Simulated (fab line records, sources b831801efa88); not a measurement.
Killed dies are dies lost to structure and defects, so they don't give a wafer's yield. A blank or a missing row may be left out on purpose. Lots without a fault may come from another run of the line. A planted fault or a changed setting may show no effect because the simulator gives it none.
fab line records | flow sky130
record lots=14 wafers=42 last_day=50
route steps=708 shown VIA3@588
lots that met no fault: from a run of the same line without faults
start_h: hours from the record's first day to the start of the lot's first wafer shown | wait_h: hours since the lot's step before | " the same as in the row above | L1.1+2: a row that stands for several wafers | - no value, or no start given | * or withheld: withheld | < > ~ a bound
route shown NAME@n: a module of which the file shows steps, and the number in the route of the first | usual: mean/standard deviation of fault-free wafers | same: alike in all rows | chamber/n: place in a boat | sites: the reading at each site | _std_site: their standard deviation | _edge_site: outer sites' mean less inner sites' | radius_mm: how far each site lies from the wafer's centre | mask NAME#n: copy n | behind: the tool/chamber that last shaped the wafer | hold: why the lot was held/for how many hours/how that ended | device: the transistor (n, p or np) that didn't switch | end of line: the same wafers' tests at the end of the route | a step without rows: its recipe alone | killed: dies lost to structure and defects at the first sort, not the wafer's yield | map: a wafer's dies, x killed, . not, _ none there
set.NAME: the setting as run; set.NAME@STEP: as run at that earlier step | model.NAME: the simulator's own value behind a step, which no gauge read
steps of the route over a sample of lots; a table a step, a row a wafer
services: from which hour (start_h, from the record's first day; less than 0 if before it) a tool's chamber was out of use, for how many hours, and why
## steps
# step SKY_VIA3_ETCH_15
# recipe target=SiO2 chemistry=C4F8/O2/Ar target_depth_nm=507 stop_on=TiN mask_material=KrF-thick source_w=1500 bias_w=1200 pressure_mtorr=40 c4f8_flow_sccm=withheld O2_flow_sccm=6 Ar_flow_sccm=300 time_s=78
# usual bias_w=1200/3.7 chamber_pressure_mTorr=40.00/0.039 oes_product_au=0.946/0.0042
# columns lot.wafer tool chamber start_h wait_h bias_w chamber_pressure_mTorr oes_product_au rf_hours_counter_h
L355.1 rie_diel-03 0 924.95 0.0 1201 40.00 0.941 16
L355.4 " 1 " " 1202 39.97 0.953 18
L355.6 " 1 " " 1203 39.95 0.943 -
L356.1 rie_diel-04 3 934.93 0.0 1199 39.98 0.946 3
L356.4 " 2 " " 1196 40.02 0.945 15
L356.5 " 2 " " 1197 40.02 0.947 -
L357.1 rie_diel-03 1 945.99 0.0 1202 39.98 0.943 19
L357.2 " 0 " " 1200 40.02 0.943 16
L357.5 " 1 " " 1203 40.01 0.943 -
L358.2 rie_diel-03 2 948.43 0.0 1196 39.97 0.947 14
L358.3 " 1 " " 1202 39.98 0.946 19
L358.5 " 3 " " 1194 40.03 0.946 -
L359.1 rie_diel-04 2 965.25 0.0 1200 40.04 0.951 16
L359.2 " 0 " " 1200 39.98 0.946 11
L359.5 " 0 " " 1197 40.03 0.950 -
L361.1 rie_diel-02 3 969.28 0.0 1199 40.05 0.946 4
L361.2 " 1 " " 1202 40.04 0.946 26
L361.4 " 0 " " 1197 39.96 0.956 9
L363.2 rie_diel-04 0 987.30 0.0 1198 40.07 0.951 12
L363.3 " 3 " " 1202 40.02 0.946 5
L363.6 " 1 " " 1196 40.01 0.940 -
L364.2 rie_diel-04 1 995.34 0.0 1199 40.01 0.942 16
L364.3 " 0 " " 1204 39.94 0.943 12
L364.6 " 3 " " 1201 39.98 0.944 -
L365.1 rie_diel-04 3 998.53 0.0 1200 40.00 0.949 5
L365.2 " 0 " " 1196 40.02 0.947 12
L365.5 " 3 " " 1201 39.99 0.938 -
L366.1 rie_diel-02 0 1008.65 0.0 1203 39.96 0.943 10
L366.5 " 0 " " 1199 40.03 0.941 -
L366.6 " 3 " " 1198 40.00 0.946 -
L367.3 rie_diel-04 0 1012.83 0.0 1206 40.01 0.942 13
L367.4 " 1 " " 1196 40.02 0.950 17
L367.6 " 2 " " 1197 40.01 0.941 -
L368.2 rie_diel-03 0 1023.45 0.0 - - - -
L368.4 " 3 " " - - - -
L368.6 " 2 " " - - - -
L369.1 rie_diel-03 2 1037.20 0.0 - - - -
L369.2 " 0 " " - - - -
L369.6 " 0 " " - - - -
L378.2 rie_diel-04 2 1080.33 0.0 1197 40.05 0.944 20
L378.5 " 3 " " 1196 39.94 0.948 -
L378.6 " 0 " " 1192 40.03 0.948 -
# step SKY_VIA3_STRIP_16
# recipe chemistry=O2/N2 power_w=1400 pressure_mtorr=1500 platen_temp_c=withheld o2_flow_sccm=3000 n2_flow_sccm=300 overash_fraction=0.5
# usual drypump_motor_current_A=5.7/0.46 oes_product_au=0.402/0.0046 strip_time_to_endpoint_s=4.124/0.022
# columns lot.wafer tool chamber start_h wait_h drypump_motor_current_A oes_product_au rf_hours_counter_h strip_time_to_endpoint_s
L355.1 plasma_asher-03 1 925.01 0.0 5.8 0.404 19 4.145
L355.4 " 0 " " 6.4 0.398 - 4.117
L355.6 " 0 " " 6.4 0.398 - 4.126
L356.1 plasma_asher-03 1 934.99 0.0 5.8 0.404 20 4.111
L356.4 " 0 " " 6.5 0.397 - 4.074
L356.5 " 0 " " 6.5 0.400 - 4.089
L357.1 plasma_asher-03 1 946.05 0.0 5.8 0.401 21 4.138
L357.2 " 0 " " 6.5 0.396 21 4.109
L357.5 " 0 " " 6.5 0.407 - 4.120
L358.2 plasma_asher-01 0 948.49 0.0 5.1 0.401 115 4.114
L358.3 " 1 " " 5.7 0.402 - 4.133
L358.5 " 0 " " 5.1 0.401 - 4.124
L359.1 plasma_asher-03 1 965.31 0.0 5.8 0.393 22 4.098
L359.2 " 0 " " 6.5 0.402 22 4.121
L359.5 " 0 " " 6.5 0.398 - 4.114
L361.1 plasma_asher-02 1 969.34 0.0 6.1 0.400 55 4.130
L361.2 " 0 " " 5.3 0.404 55 4.135
L361.4 " 1 " " 6.1 0.401 - 4.136
L363.2 plasma_asher-03 0 987.36 0.0 6.5 0.406 24 4.164
L363.3 " 0 " " 6.4 0.398 - 4.138
L363.6 " 1 " " 5.8 0.403 - 4.122
L364.2 plasma_asher-03 1 995.40 0.0 5.8 0.409 25 4.141
L364.3 " 0 " " 6.5 0.409 - 4.145
L364.6 " 0 " " 6.5 0.405 - 4.119
L365.1 plasma_asher-02 0 998.59 0.0 5.3 0.396 58 4.115
L365.2 " 1 " " 6.1 0.402 58 4.118
L365.5 " 1 " " 6.1 0.409 - 4.124
L366.1 plasma_asher-03 1 1008.71 0.0 5.8 0.408 26 4.119
L366.5 " 0 " " 6.5 0.406 - 4.122
L366.6 " 1 " " 5.8 0.402 - 4.114
L367.3 plasma_asher-01 0 1012.92 0.1 5.1 0.408 - 4.124
L367.4 " 1 " " 5.7 0.408 - 4.124
L367.6 " 1 " " 5.7 0.400 - 4.081
L368.2 plasma_asher-01 0 1023.51 0.0 5.1 0.445 123 5.206
L368.4 " 1 " " 5.7 0.442 - 5.213
L368.6 " 1 " " 5.8 0.445 - 5.189
L369.1 plasma_asher-02 1 1037.26 0.0 6.1 0.437 62 5.191
L369.2 " 0 " " 5.3 0.453 62 5.215
L369.6 " 0 " " 5.3 0.432 - 5.172
L378.2 plasma_asher-01 1 1080.39 0.0 5.7 0.402 2 4.169
L378.5 " 0 " " 5.1 0.397 - 4.161
L378.6 " 1 " " 5.7 0.397 - 4.145
## services
# columns tool chamber start_h hours kind
plasma_asher-01 - 913.98 0.5 repair
plasma_asher-03 - 926.97 3.4 repair
plasma_asher-03 - 949.10 9.8 pm
rie_diel-04 1 963.37 7.7 repair
rie_diel-03 2 982.33 4.8 repair
plasma_asher-01 - 1023.66 1.1 repair
plasma_asher-03 - 1032.31 14.6 pm
rie_diel-04 - 1041.71 1.4 repair
rie_diel-04 - 1046.15 0.9 repair
plasma_asher-01 - 1055.32 9.0 pm
plasma_asher-01 0 1055.32 9.0 vent_cycle
plasma_asher-01 1 1055.32 9.0 vent_cycle
rie_diel-02 0 1056.84 4.3 repair
plasma_asher-01 0 1064.32 - clean
plasma_asher-01 1 1064.32 - clean
## key
first_sign step=SKY_VIA3_ETCH_15 reading=tool_record direction=missing
effect step=SKY_VIA3_STRIP_16 reading=strip_time_to_endpoint_s direction=up sigmas=49 usual=* struck=*
met_at SKY_VIA3_ETCH_15
struck_lots L368,L369
later_rows_left_out L368.2,L368.4,L368.6,L369.1,L369.2,L369.6
sort_left_out L368.2,L368.4,L368.6,L369.1,L369.2,L369.6
onset_between 948.43 1023.45
fault kind=skipped_step_whole tool=rie_diel-03 chamber=- onset_h=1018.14 steps=SKY_VIA3_ETCH_15 scope=struck_lots_only
# sort_left_out: the simulated sort isn't trusted on such a fault, so these wafers' sort isn't shown, and their yield isn't known
# later_rows_left_out: the simulator's readings of these wafers behind a module that went badly wrong aren't trusted and aren't shown, but for the sort
